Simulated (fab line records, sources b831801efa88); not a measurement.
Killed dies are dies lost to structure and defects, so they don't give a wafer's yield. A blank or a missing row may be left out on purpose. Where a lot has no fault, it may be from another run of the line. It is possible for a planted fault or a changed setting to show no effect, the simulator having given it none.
fab line records	flow gf180mcu	part 1 of 2: steps 1 to 36 of 39
record: lots: 7	wafers: 19	last_day: 34
route steps=602 shown M2@372 V2@382 M3@409 PASSIVATION@602
lots with no fault: from the same line, run without faults
start_h: start of the lot's first displayed wafer, in hours after the record's first day	wait_h: time in hours since the lot's previous step	" unchanged from the row above	L1.1+2: a row that stands for several wafers	- either no value or no given start	* or withheld: withheld	< > ~ a bound
route shown NAME@n: names a module that has steps shown in the file, with the first one's number in the route	usual: mean/standard deviation taken from wafers without a fault	same: alike in all rows	chamber/n: place in a boat	sites: the reading at each site	_std_site: their standard deviation	_edge_site: inner sites' mean taken away from outer sites' mean	radius_mm: for every site, how far away it sits from the centre of the wafer	mask NAME#n: copy n	behind: the tool/chamber that last shaped the wafer	hold: what put the lot on hold/how long, in hours/how the hold closed	device: transistor that didn't switch, given as n, p or np	end of line: the route-end tests of the same wafers	step lacking rows: just its recipe	killed: the dies lost at the first sort to structure and to defects; this is not the yield of the wafer	map: dies across one wafer; x = killed, . = not, _ = none there
set.NAME: the setting the step ran with; set.NAME@STEP: the setting that earlier step ran with	model.NAME: the simulator's own value behind a step, which no gauge read
lots seen at some steps along the route; tables by step, rows by wafer
services: the hour from which a tool's chamber was out of use, counted from the record's first day as start_h (under 0 if before that day), plus the number of hours and why
== steps ==
step: GF_M2_SOFTBAKE_10
recipe: temp_c: 130	time_s: 60	resist: KrF
step: GF_M2_EXPOSE_11
recipe: mask_id: Metal2	target_cd_nm: 280	na: 0.68	source_shape: conventional	sigma_outer: 0.6	dose_mj: 28
step: GF_M2_PEB_12
recipe: peb_temp_c: 135	peb_time_s: 90	resist: KrF
step: GF_M2_DEVELOP_13
recipe: develop_time_s: 60	dev_temp_c: 21
step: GF_M2_CD_MEAS_14
recipe: target_cd_nm: 280
usual: cd_nm: 279.6/1
lot.wafer	tool	chamber	start_h	wait_h	cd_nm
L859.1	cd_sem-01	-	536.06	0.1	279.6
L859.3	"	-	"	"	279.9
L859.5	"	-	"	"	279.4
L860.3	cd_sem-02	-	542.50	0.1	281.2
L860.5	"	-	"	"	280.7
L860.6	"	-	"	"	281.3
L863.3	cd_sem-01	-	567.00	0.1	278.3
L863.4	"	-	"	"	277.7
L867.4	cd_sem-01	-	603.82	0.1	277.8
L867.6	"	-	"	"	278.7
L868.2	cd_sem-01	-	607.48	0.1	279.8
L868.4	"	-	"	"	280.5
L868.5	"	-	"	"	280.5
L869.2	cd_sem-01	-	609.28	0.1	279.4
L869.4	"	-	"	"	280.0
L869.5	"	-	"	"	280.9
L871.1	cd_sem-02	-	625.91	0.1	278.6
L871.2	"	-	"	"	278.6
L871.6	"	-	"	"	279.8
step: GF_M2_OVL_MEAS_15
usual: M2_OVL: -2/5.8
lot.wafer	tool	chamber	start_h	wait_h	M2_OVL[nm]
L859.1	overlay-02	-	536.18	0.1	2
L859.3	"	-	"	"	-1
L859.5	"	-	"	"	1
L860.3	overlay-01	-	542.59	0.1	-8
L860.5	"	-	"	"	-7
L860.6	"	-	"	"	-8
L863.3	overlay-01	-	567.09	0.1	4
L863.4	"	-	"	"	-3
L867.4	overlay-02	-	603.90	0.1	-5
L867.6	"	-	"	"	-11
L868.2	overlay-02	-	607.58	0.1	-7
L868.4	"	-	"	"	2
L868.5	"	-	"	"	2
L869.2	overlay-01	-	609.39	0.1	-8
L869.4	"	-	"	"	-7
L869.5	"	-	"	"	-1
L871.1	overlay-02	-	626.03	0.1	-12
L871.2	"	-	"	"	-4
L871.6	"	-	"	"	-12
step: GF_M2_METAL_ETCH_16
recipe: chemistry: Cl2/BCl3	mask_material: KrF	target_depth_nm: 750.8	stop_on: SiO2	pressure_mtorr: 8	icp_w: 800	bias_w: 140	Cl2_flow_sccm: 80	bcl3_flow_sccm: 40	time_s: 125.1
usual: drypump_motor_current_A: 5.9/0.32	oes_product_au: 0.987/0.0068	rf_fwd_power_W: 795.7/2.9	throttle_valve_pct: 28.234/0.012
lot.wafer	tool	chamber	start_h	wait_h	drypump_motor_current_A	oes_product_au	rf_fwd_power_W	rf_hours_counter_h	throttle_valve_pct
L859.1	rie_metal-03	1	536.22	0.0	6.1	0.988	796.0	13	28.221
L859.3	"	0	"	"	6.0	0.993	794.2	-	28.215
L859.5	"	1	"	"	6.1	0.976	797.0	-	28.236
L860.3	rie_metal-03	1	542.66	0.1	6.1	0.985	797.1	-	28.241
L860.5	"	1	"	"	6.1	0.975	796.1	-	28.258
L860.6	"	0	"	"	6.0	1.002	797.3	-	28.209
L863.3	rie_metal-01	1	567.16	0.1	6.0	0.975	798.3	-	28.220
L863.4	"	0	"	"	5.6	0.994	793.9	-	28.225
L867.4	rie_metal-01	0	603.96	0.1	5.5	0.995	792.4	-	28.237
L867.6	"	0	"	"	5.6	0.995	791.7	-	28.239
L868.2	rie_metal-04	0	607.65	0.1	5.4	0.979	797.5	-	28.230
L868.4	"	0	"	"	5.5	0.988	794.8	-	28.256
L868.5	"	0	"	"	5.5	0.976	797.5	-	28.240
L869.2	rie_metal-03	1	609.42	0.0	6.1	0.989	801.1	2	28.255
L869.4	"	0	"	"	6.0	0.991	797.7	-	28.229
L869.5	"	1	"	"	6.1	0.989	797.6	-	28.225
L871.1	rie_metal-04	0	626.06	0.0	5.5	0.978	797.3	15	28.244
L871.2	"	0	"	"	5.5	0.977	797.1	-	28.252
L871.6	"	0	"	"	5.5	0.974	797.4	-	28.252
step: GF_M2_STRIP_17
recipe: chemistry: O2/N2	power_w: 1400	pressure_mtorr: 1500	platen_temp_c: 250	o2_flow_sccm: 3000	n2_flow_sccm: 300	overash_fraction: 0.5
usual: drypump_motor_current_A: 5.4/0.63	heater_power_w: 331/39	oes_product_au: 0.538/0.0056	strip_time_to_endpoint_s: 7.39/0.056
lot.wafer	tool	chamber	start_h	wait_h	drypump_motor_current_A	heater_power_w	oes_product_au	rf_hours_counter_h	strip_time_to_endpoint_s
L859.1	plasma_asher-01	1	536.35	0.1	5.7	277	0.536	78	7.40
L859.3	"	0	"	"	5.7	432	0.537	-	7.35
L859.5	"	0	"	"	5.7	434	0.542	-	7.41
L860.3	plasma_asher-04	0	542.78	0.1	6.5	311	0.535	-	7.43
L860.5	"	0	"	"	6.4	301	0.548	-	7.46
L860.6	"	1	"	"	4.9	318	0.541	-	7.36
L863.3	plasma_asher-03	0	567.28	0.1	5.0	327	0.541	-	7.44
L863.4	"	1	"	"	5.0	358	0.532	-	7.29
L867.4	plasma_asher-04	1	604.08	0.1	4.9	322	0.529	-	7.29
L867.6	"	1	"	"	4.9	318	0.535	-	7.37
L868.2	plasma_asher-04	0	607.87	0.2	6.5	308	0.546	97	7.42
L868.4	"	0	"	"	6.5	305	0.540	-	7.40
L868.5	"	0	"	"	6.5	298	0.538	-	7.44
L869.2	plasma_asher-01	1	609.54	0.1	5.7	271	0.541	87	7.38
L869.4	"	0	"	"	5.7	445	0.535	-	7.35
L869.5	"	1	"	"	5.7	272	0.533	-	7.32
L871.1	plasma_asher-04	0	626.32	0.2	6.5	304	0.536	99	7.43
L871.2	"	1	"	"	4.9	327	0.541	99	7.43
L871.6	"	1	"	"	4.9	325	0.536	-	7.43
step: GF_M2_STRIP_18
recipe: chemistry: post_etch_residue_remover	time_s: 1200	temp_c: 72.5
step: GF_M2_CLEAN_19
recipe: chemistry: DIW	dry: n2_spin
step: GF_V2_CVD_00
recipe: material: SiO2	target_thk_nm: 600	sigma_open_frac: 0.3	temp_c: 400	time_s: 100	sih4_flow_sccm: 60	pressure_mtorr: 6
step: GF_V2_THK_MEAS_01
recipe: reads: SiO2_of_V2_CVD_00
usual: V2_CVD_00_THK: 597/6.5
lot.wafer	tool	chamber	start_h	wait_h	V2_CVD_00_THK[nm]
L859.1	film_metro-02	-	537.46	0.0	596
L859.3	"	-	"	"	593
L859.5	"	-	"	"	593
L860.3	film_metro-01	-	543.37	0.1	597
L860.5	"	-	"	"	587
L860.6	"	-	"	"	585
L863.3	film_metro-02	-	567.92	0.1	586
L863.4	"	-	"	"	585
L867.4	film_metro-03	-	604.71	0.0	597
L867.6	"	-	"	"	585
L868.2	film_metro-01	-	608.49	0.0	605
L868.4	"	-	"	"	594
L868.5	"	-	"	"	599
L869.2	film_metro-02	-	610.16	0.0	590
L869.4	"	-	"	"	597
L869.5	"	-	"	"	589
L871.1	film_metro-02	-	626.93	0.0	598
L871.2	"	-	"	"	591
L871.6	"	-	"	"	599
step: GF_V2_CVD_02
recipe: material: SiO2	target_thk_nm: 850	precursor: TEOS	temp_c: 400	time_s: 94.851	rf_w: 600
usual: heater_power_w: 590/100	rf_fwd_power_W: 596.0/2	susceptor_temp_C: 400.01/0.22
lot.wafer	tool	chamber	start_h	wait_h	heater_power_w	rf_fwd_power_W	since_wet_clean_h	susceptor_temp_C	model.SiO2_of_V2_CVD_02.thk_nm
L859.1	pecvd-01	0	537.52	0.1	440	593.4	571	400.09	851.8
L859.3	"	1	"	"	600	594.9	571	400.01	835.5
L859.5	"	0	"	"	472	597.8	-	400.21	861.1
L860.3	pecvd-02	0	543.41	0.0	744	595.7	369	400.15	855.7
L860.5	"	0	"	"	579	591.9	-	399.98	856.8
L860.6	"	2	"	"	643	594.9	-	399.48	853.9
L863.3	pecvd-01	2	567.96	0.0	682	596.3	602	400.26	839.2
L863.4	"	1	"	"	489	595.1	-	400.05	509.7
L867.4	pecvd-01	0	604.78	0.1	494	596.1	-	399.91	517.3
L867.6	"	2	"	"	630	598.5	-	399.96	854.8
L868.2	pecvd-01	0	608.54	0.0	491	597.4	642	400.06	847.2
L868.4	"	2	"	"	626	599.1	-	399.61	520.9
L868.5	"	0	"	"	385	598.0	-	400.02	853.7
L869.2	pecvd-02	1	610.21	0.0	541	597.7	436	400.29	849.3
L869.4	"	1	"	"	443	600.6	-	400.07	857.7
L869.5	"	2	"	"	808	595.2	-	399.96	861.3
L871.1	pecvd-02	2	626.99	0.1	664	593.7	452	400.20	839.9
L871.2	"	0	"	"	741	595.3	452	399.89	836.9
L871.6	"	1	"	"	494	598.1	-	399.88	860.6
step: GF_V2_THK_MEAS_03
recipe: reads: SiO2_of_V2_CVD_02
usual: V2_CVD_02_THK: 850/10
lot.wafer	tool	chamber	start_h	wait_h	V2_CVD_02_THK[nm]
L859.1	film_metro-01	-	537.59	0.0	852
L859.3	"	-	"	"	836
L859.5	"	-	"	"	861
L860.3	film_metro-01	-	543.50	0.1	856
L860.5	"	-	"	"	857
L860.6	"	-	"	"	854
L863.3	film_metro-01	-	568.05	0.1	838
L863.4	"	-	"	"	509
L867.4	film_metro-01	-	604.84	0.0	518
L867.6	"	-	"	"	854
L868.2	film_metro-02	-	608.61	0.0	848
L868.4	"	-	"	"	521
L868.5	"	-	"	"	853
L869.2	film_metro-02	-	610.29	0.0	849
L869.4	"	-	"	"	857
L869.5	"	-	"	"	861
L871.1	film_metro-03	-	627.05	0.0	841
L871.2	"	-	"	"	836
L871.6	"	-	"	"	861
step: GF_V2_CMP_04
recipe: material: SiO2	down_force_psi: 4	platen_rpm: 60	pad_velocity_m_s: 0.94248
usual: motor_current_A: 11.4/1.1	slurry_flow_ml_min: 150.0/0.49	time_to_endpoint_s: 82/5.1
lot.wafer	tool	chamber	start_h	wait_h	motor_current_A	slurry_flow_ml_min	time_to_endpoint_s
L859.1	cmp-02	0	537.75	0.1	10.8	149.6	81
L859.3	"	1	"	"	10.4	149.6	76
L859.5	"	3	"	"	10.2	149.4	89
L860.3	cmp-02	0	543.64	0.1	10.5	150.3	86
L860.6	"	2	"	"	11.9	150.3	87
L860.5	"	3	"	"	10.4	150.0	93
L863.4	cmp-01	0	568.09	0.0	11.2	150.0	38
L863.3	"	2	"	"	12.9	150.0	77
L867.4	cmp-01	1	604.87	0.0	12.8	149.5	42
L867.6	"	2	"	"	13.0	150.2	85
L868.2	cmp-02	2	608.92	0.3	11.8	149.6	73
L868.4	"	3	"	"	10.2	150.6	43
L868.5	"	1	"	"	11.0	150.1	74
L869.2	cmp-01	1	610.34	0.0	12.2	149.5	83
L869.4	"	2	"	"	12.4	150.4	90
L869.5	"	2	"	"	12.8	150.2	89
L871.1	cmp-02	3	627.11	0.1	10.3	149.4	74
L871.2	"	0	"	"	10.9	150.3	70
L871.6	"	3	"	"	10.9	149.6	85
step: GF_V2_BOW_MEAS_05
recipe: mode: bow
usual: V2_BOW: 98/7.3
lot.wafer	tool	chamber	start_h	wait_h	V2_BOW[um]
L859.1	film_metro-01	-	537.95	0.1	103
L859.3	"	-	"	"	93
L859.5	"	-	"	"	108
L860.3	film_metro-03	-	543.88	0.2	102
L860.5	"	-	"	"	92
L860.6	"	-	"	"	97
L863.3	film_metro-02	-	568.43	0.2	96
L863.4	"	-	"	"	95
L867.4	film_metro-01	-	605.23	0.3	100
L867.6	"	-	"	"	92
L868.2	film_metro-01	-	609.20	0.2	101
L868.4	"	-	"	"	86
L868.5	"	-	"	"	108
L869.2	film_metro-03	-	610.66	0.3	98
L869.4	"	-	"	"	95
L869.5	"	-	"	"	97
L871.1	film_metro-01	-	627.41	0.2	94
L871.2	"	-	"	"	93
L871.6	"	-	"	"	96
step: GF_V2_DEHYDRATE_06
recipe: temp_c: 200	time_s: 60
step: GF_V2_HMDS_07
recipe: prime_time_s: 60	prime_temp_c: 120
step: GF_V2_COAT_08
recipe: resist: BARC	temp_c: withheld	time_s: withheld	spin_rpm: withheld	resist_thk_nm: withheld
step: GF_V2_COAT_09
recipe: resist: KrF	spin_rpm: withheld	resist_thk_nm: 1000
step: GF_V2_SOFTBAKE_10
recipe: temp_c: 130	time_s: 60	resist: KrF
step: GF_V2_EXPOSE_11
recipe: mask_id: Via2	target_cd_nm: 260	na: 0.68	source_shape: conventional	sigma_outer: 0.6	dose_mj: 38
step: GF_V2_PEB_12
recipe: peb_temp_c: 135	peb_time_s: 90	resist: KrF
step: GF_V2_DEVELOP_13
recipe: develop_time_s: 60	resist: KrF	dev_temp_c: 21
step: GF_V2_CD_MEAS_14
recipe: target_cd_nm: 260
usual: cd_nm: 260.4/1.1
lot.wafer	tool	chamber	start_h	wait_h	cd_nm
L859.1	cd_sem-02	-	560.43	0.1	261.2
L859.3	"	-	"	"	260.2
L859.5	"	-	"	"	260.9
L860.3	cd_sem-02	-	566.30	0.1	260.9
L860.5	"	-	"	"	259.6
L860.6	"	-	"	"	260.0
L863.3	cd_sem-01	-	590.71	0.1	260.0
L863.4	"	-	"	"	260.9
L867.4	cd_sem-01	-	626.05	0.1	261.1
L867.6	"	-	"	"	262.1
L868.2	cd_sem-01	-	629.59	0.1	257.4
L868.4	"	-	"	"	257.7
L868.5	"	-	"	"	257.3
L869.2	cd_sem-01	-	631.44	0.1	258.9
L869.4	"	-	"	"	261.7
L869.5	"	-	"	"	259.3
L871.1	cd_sem-01	-	647.36	0.1	258.9
L871.2	"	-	"	"	258.3
L871.6	"	-	"	"	259.5
step: GF_V2_OVL_MEAS_15
usual: V2_OVL: 0/5.7
lot.wafer	tool	chamber	start_h	wait_h	V2_OVL[nm]
L859.1	overlay-02	-	560.55	0.1	3
L859.3	"	-	"	"	-4
L859.5	"	-	"	"	-2
L860.3	overlay-01	-	566.39	0.1	7
L860.5	"	-	"	"	6
L860.6	"	-	"	"	-1
L863.3	overlay-02	-	590.81	0.1	10
L863.4	"	-	"	"	2
L867.4	overlay-01	-	626.13	0.1	-12
L867.6	"	-	"	"	2
L868.2	overlay-01	-	629.70	0.1	-6
L868.4	"	-	"	"	0
L868.5	"	-	"	"	-2
L869.2	overlay-01	-	631.55	0.1	-1
L869.4	"	-	"	"	-4
L869.5	"	-	"	"	-1
L871.1	overlay-01	-	647.48	0.1	0
L871.2	"	-	"	"	3
L871.6	"	-	"	"	0
step: GF_V2_ETCH_16
recipe: chemistry: N2/H2	target_depth_a: withheld	overetch_a: withheld	time_s: withheld	target: BARC	ion_energy_ev: 200	source_w: 500	bias_w: 100	pressure_mtorr: 30	n2_flow_sccm: 100	h2_flow_sccm: 200
usual: drypump_motor_current_A: 5.7/0.51	oes_product_au: 0.855/0.005	rf_fwd_power_W: 495.5/1.8	throttle_valve_pct: 13.225/0.0099
lot.wafer	tool	chamber	start_h	wait_h	drypump_motor_current_A	oes_product_au	rf_fwd_power_W	throttle_valve_pct
L859.1	rie_diel-02	0	560.58	0.0	5.4	0.858	495.4	13.211
L859.3	"	3	"	"	5.2	0.856	493.2	13.220
L859.5	"	1	"	"	5.0	0.859	496.9	13.212
L860.3	rie_diel-01	2	566.42	0.0	5.7	0.859	495.3	13.214
L860.5	"	1	"	"	5.2	0.858	497.5	13.234
L860.6	"	2	"	"	5.7	0.846	495.7	13.215
L863.3	rie_diel-01	1	590.83	0.0	5.2	0.858	496.9	13.225
L863.4	"	0	"	"	6.2	0.861	497.1	13.215
L867.4	rie_diel-04	3	626.15	0.0	5.8	0.859	494.7	13.225
L867.6	"	2	"	"	5.5	0.855	498.3	13.223
L868.2	rie_diel-04	1	629.73	0.0	5.5	0.860	494.4	13.220
L868.4	"	0	"	"	5.2	0.857	495.1	13.219
L868.5	"	0	"	"	5.2	0.854	494.3	13.221
L869.2	rie_diel-02	3	631.58	0.0	5.3	0.848	490.9	13.238
L869.4	"	1	"	"	5.0	0.855	497.9	13.225
L869.5	"	2	"	"	6.8	0.852	493.3	13.226
L871.1	rie_diel-01	3	647.52	0.0	5.9	0.860	493.3	13.241
L871.2	"	1	"	"	5.2	0.854	495.4	13.238
L871.6	"	3	"	"	5.9	0.860	492.8	13.213
step: GF_V2_ETCH_17
recipe: chemistry: C4F8/O2/Ar	mask_material: KrF	target: SiO2	stop_on: TiN	source_w: 1500	bias_w: 1200	pressure_mtorr: 40	c4f8_flow_sccm: withheld	O2_flow_sccm: 6	Ar_flow_sccm: 300	time_s: withheld	target_depth_a: 6300
usual: oes_product_au: 0.855/0.005	rf_fwd_power_W: 1493/4.8
lot.wafer	tool	chamber	start_h	wait_h	oes_product_au	rf_fwd_power_W	model.etch.depth_nm	model.V2.feature_depth_nm
L859.1	rie_diel-02	0	-	-	0.865	1497	632.9	632.9
L859.3	"	3	"	"	0.858	1489	633.5	633.5
L859.5	"	1	"	"	0.851	1493	634.4	634.4
L860.3	rie_diel-01	2	-	-	0.850	1493	632.8	632.8
L860.5	"	1	"	"	0.861	1493	633.5	633.5
L860.6	"	2	"	"	0.859	1496	633.3	633.3
L863.3	rie_diel-01	1	-	-	0.857	1495	633.9	633.9
L863.4	"	0	"	"	0.761	1493	509.7	509.7
L867.4	rie_diel-04	3	-	-	0.773	1489	517.3	517.3
L867.6	"	2	"	"	0.852	1501	633	633
L868.2	rie_diel-04	1	-	-	0.851	1497	632.2	632.2
L868.4	"	0	"	"	0.772	1490	520.9	520.9
L868.5	"	0	"	"	0.857	1492	632.7	632.7
L869.2	rie_diel-02	3	-	-	0.855	1489	633.3	633.3
L869.4	"	1	"	"	0.849	1501	633.8	633.8
L869.5	"	2	"	"	0.863	1489	634.6	634.6
L871.1	rie_diel-01	3	-	-	0.861	1496	631.7	631.7
L871.2	"	1	"	"	0.856	1496	630.5	630.5
L871.6	"	3	"	"	0.859	1488	633.2	633.2
step: GF_V2_STRIP_18
recipe: chemistry: O2/N2	power_w: 1400	pressure_mtorr: 1500	platen_temp_c: 250	o2_flow_sccm: 3000	n2_flow_sccm: 300	overash_fraction: 0.5
usual: drypump_motor_current_A: 5.4/0.3	heater_power_w: 354/54	oes_product_au: 0.592/0.0052
lot.wafer	tool	chamber	start_h	wait_h	drypump_motor_current_A	heater_power_w	oes_product_au	rf_hours_counter_h
L859.1	plasma_asher-01	1	560.71	-	5.7	272	0.586	81
L859.3	"	1	"	"	5.7	272	0.597	-
L859.5	"	0	"	"	5.7	440	0.585	-
L860.3	plasma_asher-01	1	566.58	-	5.7	276	0.602	-
L860.5	"	1	"	"	5.7	275	0.599	-
L860.6	"	0	"	"	5.7	437	0.593	-
L863.3	plasma_asher-02	0	590.99	-	5.6	401	0.585	-
L863.4	"	1	"	"	5.5	329	0.590	-
L867.4	plasma_asher-01	1	626.31	-	5.7	280	0.589	-
L867.6	"	0	"	"	5.7	438	0.592	-
L868.2	plasma_asher-03	0	629.86	-	5.0	334	0.587	21
L868.4	"	0	"	"	5.0	340	0.594	-
L868.5	"	1	"	"	4.9	345	0.594	-
L869.2	plasma_asher-02	0	631.71	-	5.5	399	0.588	53
L869.4	"	1	"	"	5.5	323	0.587	-
L869.5	"	1	"	"	5.5	325	0.595	-
L871.1	plasma_asher-03	1	647.64	-	5.0	352	0.593	24
L871.2	"	0	"	"	5.0	330	0.600	24
L871.6	"	0	"	"	5.0	325	0.595	-
step: GF_V2_STRIP_19
recipe: chemistry: post_etch_residue_remover	time_s: 1200	temp_c: 72.5
step: GF_V2_CLEAN_20
recipe: chemistry: DIW	dry: n2_spin
step: GF_V2_SPUTTER_21
recipe: material: Ti	target_thk_nm: 15	chamber_pressure_pa: 5	power_w: 2500	substrate_temp_c: 200	time_s: 80.02
step: GF_V2_SPUTTER_22
recipe: material: TiN	target_thk_nm: 10	chamber_pressure_pa: 5	power_w: 4000	time_s: 40
step: GF_V2_CVD_23
recipe: material: W	target_thk_nm: 350	time_s: 104.94	temp_c: 400	pressure_torr: 40
step: GF_V2_RS_MEAS_24
recipe: thk_meas_gauge: four-point-probe	reads: W_of_V2_CVD_23+TiN_of_V2_SPUTTER_22+Ti_of_V2_SPUTTER_21
usual: V2_W_RS: 0.329/0.0041
lot.wafer	tool	chamber	start_h	wait_h	V2_W_RS[ohm/sq]
L859.1	film_metro-03	-	561.46	0.1	0.325
L859.3	"	-	"	"	0.324
L859.5	"	-	"	"	0.326
L860.3	film_metro-02	-	567.36	0.1	0.324
L860.5	"	-	"	"	0.324
L860.6	"	-	"	"	0.329
L863.3	film_metro-01	-	591.79	0.1	0.328
L863.4	"	-	"	"	0.330
L867.4	film_metro-01	-	627.08	0.1	0.329
L867.6	"	-	"	"	0.327
L868.2	film_metro-03	-	630.63	0.1	0.331
L868.4	"	-	"	"	0.329
L868.5	"	-	"	"	0.329
L869.2	film_metro-03	-	632.51	0.1	0.329
L869.4	"	-	"	"	0.333
L869.5	"	-	"	"	0.328
L871.1	film_metro-02	-	648.39	0.1	0.330
L871.2	"	-	"	"	0.332
L871.6	"	-	"	"	0.337
step: GF_V2_THK_MEAS_25
recipe: thk_meas_gauge: xrf	reads: W_of_V2_CVD_23
usual: V2_W_THK: 338/4.9
lot.wafer	tool	chamber	start_h	wait_h	V2_W_THK[nm]
L859.1	film_metro-03	-	561.58	0.1	346
L859.3	"	-	"	"	346
L859.5	"	-	"	"	344
L860.3	film_metro-02	-	567.46	0.1	348
L860.5	"	-	"	"	345
L860.6	"	-	"	"	343
L863.3	film_metro-01	-	591.89	0.1	335
L863.4	"	-	"	"	333
L867.4	film_metro-01	-	627.17	0.1	333
L867.6	"	-	"	"	336
L868.2	film_metro-03	-	630.74	0.1	340
L868.4	"	-	"	"	342
L868.5	"	-	"	"	340
L869.2	film_metro-03	-	632.62	0.1	343
L869.4	"	-	"	"	337
L869.5	"	-	"	"	343
L871.1	film_metro-02	-	648.51	0.1	337
L871.2	"	-	"	"	339
L871.6	"	-	"	"	332
== key ==
first_sign: step: GF_V2_THK_MEAS_03	reading: V2_CVD_02_THK	direction: down	sigmas: 33	usual: 850	struck: 516
effect: step: GF_V2_CMP_04	reading: time_to_endpoint_s	direction: down	sigmas: 7.9	usual: *	struck: *
effect: step: GF_V2_ETCH_17	reading: oes_product_au	direction: down	sigmas: 17	usual: 0.855	struck: 0.769
model_effect: step: GF_V2_CVD_02	value: SiO2_of_V2_CVD_02.thk_nm	without: 848.2	struck: 515.9
model_effect: step: GF_V2_ETCH_17	value: etch.depth_nm	without: 633.2	struck: 515.9
model_effect: step: GF_V2_CMP_26	value: SiO2_of_V2_CVD_02.thk_nm	without: 629.5	struck: 512.2
model_effect: step: GF_PASSIVATION_PROBE_99	value: etest.met3_comb.leak_log10_a_um	without: -11.98	struck: -7.133
met_at GF_V2_CVD_02
struck_wafers L863.4,L867.4,L868.4
sort_left_out L863.4,L867.4,L868.4
onset_between 537.52 567.96
fault: kind: process_parameter_drift	tool: pecvd-01	chamber: -	onset_h: 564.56	steps: GF_V2_CVD_02	channel: target_thk_nm	offset: -329.8	shape: step	end_h: 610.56	scope: struck_wafers_only	acts_in: these_recipes_only	stated: 850
sort_left_out: the simulated sort isn't trusted on such a fault, so these wafers' sort isn't shown, and their yield isn't known
